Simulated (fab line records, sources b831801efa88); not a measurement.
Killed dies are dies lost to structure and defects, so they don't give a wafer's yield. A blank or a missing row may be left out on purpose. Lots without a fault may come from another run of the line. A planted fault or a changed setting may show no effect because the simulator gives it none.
A struck lot beside a sound one | flow sky130 | 43 steps out of a route of 708
Sound: wafers L301.2, L301.3, L301.4. Struck: wafers L307.1, L307.2, L307.4. The cause comes at the end.
At each step with rows: each side's tool, then ch and its chambers, then its first start. Under that, the readings that differ: sound wafers | struck wafers | difference of the means | sigmas: that difference in standard deviations of wafers without a fault.
alike: readings whose means differ by less than 2 such deviations, and words and numbers that are the same on both sides. not compared: withheld readings, readings that some wafer has no value for, bounds like >300 that may hide the same value, and numbers for which the record gives no deviation and whose values overlap.
The two part at a step that has a row with sigmas, a row that says differs or no value, or rows on one side only. Numbers that don't overlap but have no deviation are shown without sigmas and don't part them. A reading that every wafer of one side lacks parts them only if that side has two wafers or more.

first, 6 steps without rows for these wafers: SKY_METAL3_COAT_07 (resist thk 60 nm); SKY_METAL3_COAT_08 (resist thk 1154 nm); SKY_METAL3_SOFTBAKE_09 (time 90 s); SKY_METAL3_EXPOSE_10 (exposes mask MM3, target cd 300 nm); SKY_METAL3_PEB_11; SKY_METAL3_DEVELOP_12 (develop time 60 s).
SKY_METAL3_CD_MEAS_13: target cd 300 nm.
  sound on cd_sem-02, day 39 10:10; struck on cd_sem-01, day 41 06:47
  alike: cd_nm
SKY_METAL3_OVL_MEAS_14:
  sound on overlay-01, day 39 10:16; struck on overlay-02, day 41 06:54
  alike: METAL3_OVL
then, 2 steps without rows for these wafers: SKY_METAL3_DESCUM_15 (chemistry O2, time 8 s); SKY_METAL3_ETCH_16 (etches BARC in N2/H2, stops on SiO2, time 88.2 s, target depth 60 nm).
SKY_METAL3_ETCH_17: etches SiO2 in C4F8/O2/Ar, stops on TiN, time 3.9 s, target depth 15 nm.
  sound on rie_diel-01 ch 0,1,2, day 39 10:25; struck on rie_diel-01 ch 0,1,3, day 41 07:04
  alike: oes_product_au
  not compared: rf_hours_counter_h
then, 1 step without rows for these wafers: SKY_METAL3_METAL_ETCH_18 (etches the open film in Cl2/BCl3, stops on SiO2, target depth 845 nm, time 183.1 s).
SKY_METAL3_STRIP_19: strips in O2/N2.
  sound on plasma_asher-03 ch 0,1, day 39 10:37; struck on plasma_asher-02 ch 0,1, day 41 07:16
  alike: drypump_motor_current_A, oes_product_au, strip_time_to_endpoint_s
  not compared: rf_hours_counter_h
then, 4 steps without rows for these wafers: SKY_METAL3_STRIP_20 (strips in post etch residue remover, time 1200 s); SKY_METAL3_CLEAN_21 (cleans in IPA, time 180 s); SKY_METAL3_CLEAN_22 (cleans in O3/DIW); SKY_VIA3_HDPCVD_00 (deposits SiO2, target thk 1635 nm, time 272.5 s).
SKY_VIA3_THK_MEAS_01:
  sound on film_metro-04, day 39 11:23; struck on film_metro-04, day 41 08:04
  alike: VIA3_HDPCVD_THK
then, 1 step without rows for these wafers: SKY_VIA3_CMP_02 (polishes SiO2).
SKY_VIA3_BOW_MEAS_03:
  sound on film_metro-04, day 39 11:46; struck on film_metro-03, day 41 08:25
  alike: VIA3_BOW
then, 8 steps without rows for these wafers: SKY_VIA3_DEHYDRATE_04 (time 60 s); SKY_VIA3_HMDS_05 (prime time 60 s); SKY_VIA3_COAT_06 (resist thk 60 nm); SKY_VIA3_COAT_07 (resist thk 450 nm); SKY_VIA3_SOFTBAKE_08 (time 90 s); SKY_VIA3_EXPOSE_09 (exposes mask VIM3, target cd 200 nm); SKY_VIA3_PEB_10; SKY_VIA3_DEVELOP_11 (develop time 60 s).
SKY_VIA3_CD_MEAS_12: target cd 200 nm.
  sound on cd_sem-01, day 40 12:00; struck on cd_sem-01, day 42 07:11
  alike: cd_nm
SKY_VIA3_OVL_MEAS_13:
  sound on overlay-02, day 40 12:07; struck on overlay-01, day 42 07:19
  alike: VIA3_OVL
then, 1 step without rows for these wafers: SKY_VIA3_ETCH_14 (etches BARC in N2/H2, stops on SiO2, time 45.9 s, target depth 60 nm).
SKY_VIA3_ETCH_15: etches SiO2 in C4F8/O2/Ar, stops on TiN, target depth 507 nm, time 78 s.
  sound on rie_diel-04 ch 0,1,3, day 40 12:11; struck on rie_diel-04 ch 1,2,3, day 42 07:23
  alike: oes_product_au
  not compared: rf_hours_counter_h
then, 4 steps without rows for these wafers: SKY_VIA3_STRIP_16 (strips in O2/N2); SKY_VIA3_STRIP_17 (strips in post etch residue remover, time 1200 s); SKY_VIA3_CLEAN_18 (cleans in IPA, time 180 s); SKY_VIA3_CLEAN_19 (cleans in O3/DIW).
SKY_VIA3_SPUTTER_20: material TiN, target thk 20 nm, time 80 s.
  sound on pvd_sputter-04, day 40 12:50; struck on pvd_sputter-02, day 42 08:05
  alike: throttle_valve_pct
SKY_VIA3_CVD_21: deposits W, target thk 390 nm, time 117.31 s.
  sound on cvd_w-01 ch 0,1, day 40 12:53; struck on cvd_w-02 ch 0,1, day 42 08:09
  alike: chamber_pressure_Torr, heater_power_w
SKY_VIA3_RS_MEAS_22: measures by four-point-probe.
  sound on film_metro-03, day 40 13:02; struck on film_metro-02, day 42 08:16
  alike: VIA3_W_RS
SKY_VIA3_THK_MEAS_23: measures by xrf.
  sound on film_metro-03, day 40 13:09; struck on film_metro-02, day 42 08:23
  alike: VIA3_W_THK
SKY_VIA3_CMP_24: polishes, stops on SiO2, t overpolish 20 s, target thk 0 nm.
  sound on cmp-01 ch 0,2,3, day 40 13:15; struck on cmp-02 ch 1,2,3, day 42 08:27
  alike: motor_current_A, overpolish_run_s, time_to_endpoint_s
then, 1 step without rows for these wafers: SKY_METAL4_SPUTTER_00 (material Ti, target thk 15 nm, time 10 s).
-- the record jumps here: 6 days lie between the struck wafers' starts before and after (it left off in module METAL4 and takes up again in module PAD_OPEN, whose first step shown is number 708 of the route) --
SKY_PAD_OPEN_PROBE_99:
  sound on prober-02, day 46 09:18; struck on prober-02, day 47 21:25
  reading                               | sound              | struck                                                                     | difference                   | sigmas
  hold                                  | - - -              | await_dispo/2.3h/release await_dispo/2.3h/release await_dispo/2.3h/release | no value on the sound wafers |
  defect_limited_yield (%)              | 82.9 83.3 82.9     | 70.9 73.8 70.1                                                             | -11.4                        | -7
  killed_at_M0_to_M3                    | 49 34 35           | 101 90 100                                                                 | +58                          | +9
  killed_dies                           | 84 82 84           | 143 129 147                                                                | +56                          | +7
  sort_bin_3_pad_short (%)              | 0.4 1.8 1.0        | 4.1 3.0 3.0                                                                | +2.3                         | +5
  sort_bin_5_function (%)               | 10.0 8.5 9.3       | 17.7 16.3 18.5                                                             | +8.2                         | +6
  sort_n_pass                           | 408 410 408        | 349 363 345                                                                | -56                          | -7
  sort_yield_pct (%)                    | 82.9 83.3 82.9     | 70.9 73.8 70.1                                                             | -11.4                        | -7
  model.etest.tester.sort_n_pass        | 408 410 408        | 349 363 345                                                                | -56                          |
  model.etest.tester.sort_yield_pct (%) | 82.93 83.33 82.93  | 70.94 73.78 70.12                                                          | -11.45                       |
  model.etest.tester.sort_bin_5_pct (%) | 9.959 8.537 9.35   | 17.68 16.26 18.5                                                           | +8.20                        |
  model.etest.tester.sort_bin_3_pct (%) | 0.4065 1.829 1.016 | 4.065 3.049 3.049                                                          | +2.304                       |
  alike: killed_at_M4_up, killed_at_contacts, killed_at_front_end, killed_at_other, killed_open, killed_short, sort_bin_6_memory

WHERE THEY PART
Only at SKY_PAD_OPEN_PROBE_99, within this record.

WHY: what the simulator had put in
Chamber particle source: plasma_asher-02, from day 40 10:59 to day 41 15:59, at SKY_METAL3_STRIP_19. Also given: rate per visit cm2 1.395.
